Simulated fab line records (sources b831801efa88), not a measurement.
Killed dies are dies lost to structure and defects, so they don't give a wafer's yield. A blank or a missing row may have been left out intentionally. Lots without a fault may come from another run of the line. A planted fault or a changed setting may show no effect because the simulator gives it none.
A struck lot beside a sound one || flow sfqLine || 42 out of 325 route steps
Sound: wafers L711.3, L711.4, L711.6. The struck wafers were L715.3, L715.5, L715.6. The cause is given at the end.
Order at every step that has rows: each side's tool, ch and its chambers, its first start. Under that, the readings that differ: sound wafers || struck wafers || difference of the means || sigmas: that difference in standard deviations of wafers without a fault.
alike: words and numbers the same on both sides, and readings whose means are apart by under 2 such deviations; not compared: readings that were withheld, readings missing a value for some wafer, numbers with overlapping values and no deviation given by the record, and bounds like >300 which may hide the same value.
Wherever a step has rows on one side only, a row that says differs or no value, or a row with sigmas, the two part there. Numbers that have no deviation but don't overlap get no sigmas and don't part them. A reading missing from all wafers of one side parts the sides only when that side holds two or more wafers.

first, 6 steps without rows for these wafers: SFQ_TRILAYER_L0_VIA_LITHO_COAT_018 (resist thk 62 nm); SFQ_TRILAYER_L0_VIA_LITHO_COAT_013 (resist thk 650 nm); SFQ_TRILAYER_L0_VIA_LITHO_SOFTBAKE_017; SFQ_TRILAYER_L0_VIA_LITHO_EXPOSE_014 (exposes mask L0V, target cd 700 nm); SFQ_TRILAYER_L0_VIA_LITHO_PEB_016 (peb time 60 s); SFQ_TRILAYER_L0_VIA_LITHO_DEVELOP_015 (time 60 s).
SFQ_L0V_OVL_MEAS_903:
  sound: overlay-02 at day 12 14:34; struck: overlay-02 at day 13 16:58
  alike: L0V_OVL
SFQ_TRILAYER_L0_VIA_BARC_OPEN_VIA_ETCH_021: etches BARC in O2, target depth 125 nm, time 41.7 s.
  sound on rieDiel-03 ch 0,2,3, day 12 14:36; struck on rieDiel-01 ch 0,2, day 13 17:00
  alike: drypumpMotorCurrentA, oesProductAu
  not compared: rfHoursCounterH
then, 1 step without rows for these wafers: SFQ_TRILAYER_L0_VIA_ETCH_VIA_ETCH_016 (etches SiO2 in CHF3, stops on MoNx KI, target depth 80 nm).
SFQ_TRILAYER_L0_VIA_STRIP_STRIP_017: strips in O2.
  sound on rieMetal-01 ch 0,1, day 12 14:53; struck on rieMetal-02 ch 0,1, day 13 17:17
  alike: drypumpMotorCurrentA, oesProductAu
  not compared: rfHoursCounterH
then, 2 steps without rows for these wafers: SFQ_TRILAYER_L0_VIA_STRIP_SOLV_CLEAN_018 (cleans in NMP, time 600 s); SFQ_TRILAYER_M0_DEP_PRE_CLEAN_020 (time 15 s).
SFQ_TRILAYER_M0_DEP_SPUTTER_019: material Nb, target thk 200 nm, time 133.3 s.
  sound: pvdSputter-04 at day 12 15:29; struck: pvdSputter-04 at day 13 17:54
{"reading": "model.Nb_of_TRILAYER_M0_DEP_SPUTTER_019.thkNm (nm)", "sound": "197.7 196.1 197", "struck": "149.8 151.4 151", "difference": -46.2, "sigmas": ""}
  alike: substrateTempC, throttleValvePct
SFQ_M0_RS_MEAS_904: uses a four-point probe to measure.
  sound: filmMetro-01 at day 12 15:37; struck: filmMetro-03 at day 13 18:02
{"reading": "M0_NB_RS (ohm/sq)", "sound": "0.900 0.908 0.903", "struck": "1.191 1.180 1.181", "difference": "+0.280", "sigmas": "+36"}
then, 6 steps without rows for these wafers: SFQ_TRILAYER_M0_LITHO_COAT_026 (resist thk 62 nm); SFQ_TRILAYER_M0_LITHO_COAT_021 (resist thk 600 nm); SFQ_TRILAYER_M0_LITHO_SOFTBAKE_025; SFQ_TRILAYER_M0_LITHO_EXPOSE_022 (exposes mask M0, target cd 500 nm); SFQ_TRILAYER_M0_LITHO_PEB_024 (peb time 60 s); SFQ_TRILAYER_M0_LITHO_DEVELOP_023 (time 60 s).
-- the record jumps here: 6 days lie between the struck wafers' starts before and after --
SFQ_M0_OVL_MEAS_906:
  sound: overlay-02 at day 17 18:02; struck: overlay-01 at day 19 10:28
  alike: M0_OVL
SFQ_TRILAYER_M0_BARC_OPEN_METAL_ETCH_031: etches BARC in O2, target depth 125 nm, time 41.7 s.
  sound on rieMetal-04 ch 0,1, day 17 18:05; struck on rieMetal-02 ch 0,1, day 19 10:30
  alike: drypumpMotorCurrentA, oesProductAu
  not compared: rfHoursCounterH
SFQ_TRILAYER_M0_ETCH_METAL_ETCH_024: etches Nb in Cl2/Ar, stops on SiO2, target depth 240 nm, time 120 s.
  sound on rieMetal-04 ch 0,1, day 17 18:10; struck on rieMetal-02 ch 0,1, day 19 10:35
{"reading": "oesProductAu (a.u.)", "sound": "0.893 0.889 0.889", "struck": "0.753 0.769 0.767", "difference": -0.127, "sigmas": -21}
  alike: drypumpMotorCurrentA
  not compared: rfHoursCounterH
SFQ_TRILAYER_M0_STRIP_STRIP_025: strips in O2.
  sound on rieMetal-04 ch 0,1, day 17 18:26; struck on rieMetal-02 ch 0,1, day 19 10:52
  alike: drypumpMotorCurrentA, oesProductAu
  not compared: rfHoursCounterH
then, 3 steps without rows for these wafers: SFQ_TRILAYER_M0_STRIP_SOLV_CLEAN_026 (cleans in NMP, time 600 s); SFQ_TRILAYER_I0_DEP_PECVD_027 (deposits SiO2 from SiH4/N2O, time 111.11 s, target thk 500 nm); SFQ_TRILAYER_I0_CMP_CMP_028 (polishes SiO2).
SFQ_I0_BOW_MEAS_907:
  sound: filmMetro-04 at day 17 22:08; struck: filmMetro-02 at day 19 14:34
  alike: I0_BOW
SFQ_TRILAYER_I0_METRO_MEASURE_029:
  sound: filmMetro-04 at day 17 22:37; struck: filmMetro-02 at day 19 15:02
  alike: thkNm
then, 6 steps without rows for these wafers: SFQ_TRILAYER_I0_VIA_LITHO_COAT_036 (resist thk 62 nm); SFQ_TRILAYER_I0_VIA_LITHO_COAT_031 (resist thk 650 nm); SFQ_TRILAYER_I0_VIA_LITHO_SOFTBAKE_035; SFQ_TRILAYER_I0_VIA_LITHO_EXPOSE_032 (exposes mask I0, target cd 500 nm); SFQ_TRILAYER_I0_VIA_LITHO_PEB_034 (peb time 60 s); SFQ_TRILAYER_I0_VIA_LITHO_DEVELOP_033 (time 60 s).
-- the record jumps here: 6 days lie between the struck wafers' starts before and after --
SFQ_I0_OVL_MEAS_908:
  sound: overlay-02 at day 24 08:19; struck: overlay-01 at day 25 22:08
  alike: I0_OVL
then, 5 steps without rows for these wafers: SFQ_TRILAYER_I0_VIA_BARC_OPEN_VIA_ETCH_046 (etches BARC in O2, target depth 125 nm, time 41.7 s); SFQ_TRILAYER_I0_VIA_ETCH_VIA_ETCH_034 (etches SiO2 in CHF3, stops on Nb, target depth 260 nm); SFQ_TRILAYER_I0_VIA_STRIP_STRIP_035 (strips in O2); SFQ_TRILAYER_I0_VIA_STRIP_SOLV_CLEAN_036 (cleans in NMP, time 600 s); SFQ_TRILAYER_M1_DEP_PRE_CLEAN_038 (time 22.5 s).
-- the record jumps here: 62 days lie between the struck wafers' starts before and after --
SFQ_M8_BOW_MEAS_951:
  sound: filmMetro-01 at day 85 02:23; struck: filmMetro-01 at day 88 06:04
{"reading": "model.etest.m0.ohmUm", "sound": "1.79 1.808 1.798", "struck": "2.366 2.351 2.347", "difference": "+0.556", "sigmas": ""}
{"reading": "model.etest.m0.ohmSq", "sound": "0.8996 0.9069 0.9032", "struck": "1.188 1.175 1.178", "difference": "+0.277", "sigmas": ""}
{"reading": "model.etest.i0.linkOhm", "sound": "1.963 1.954 1.968", "struck": "2.258 2.248 2.27", "difference": "+0.297", "sigmas": ""}
  alike: M8_BOW

WHERE THEY PART
Earliest at SFQ_M0_RS_MEAS_904; latest, in this record, at SFQ_TRILAYER_M0_ETCH_METAL_ETCH_024. Later steps at which nothing parts them and some readings are alike: SFQ_TRILAYER_M0_STRIP_STRIP_025, SFQ_I0_BOW_MEAS_907, SFQ_TRILAYER_I0_METRO_MEASURE_029, SFQ_I0_OVL_MEAS_908, SFQ_M8_BOW_MEAS_951.

WHY: whatever the simulator had introduced
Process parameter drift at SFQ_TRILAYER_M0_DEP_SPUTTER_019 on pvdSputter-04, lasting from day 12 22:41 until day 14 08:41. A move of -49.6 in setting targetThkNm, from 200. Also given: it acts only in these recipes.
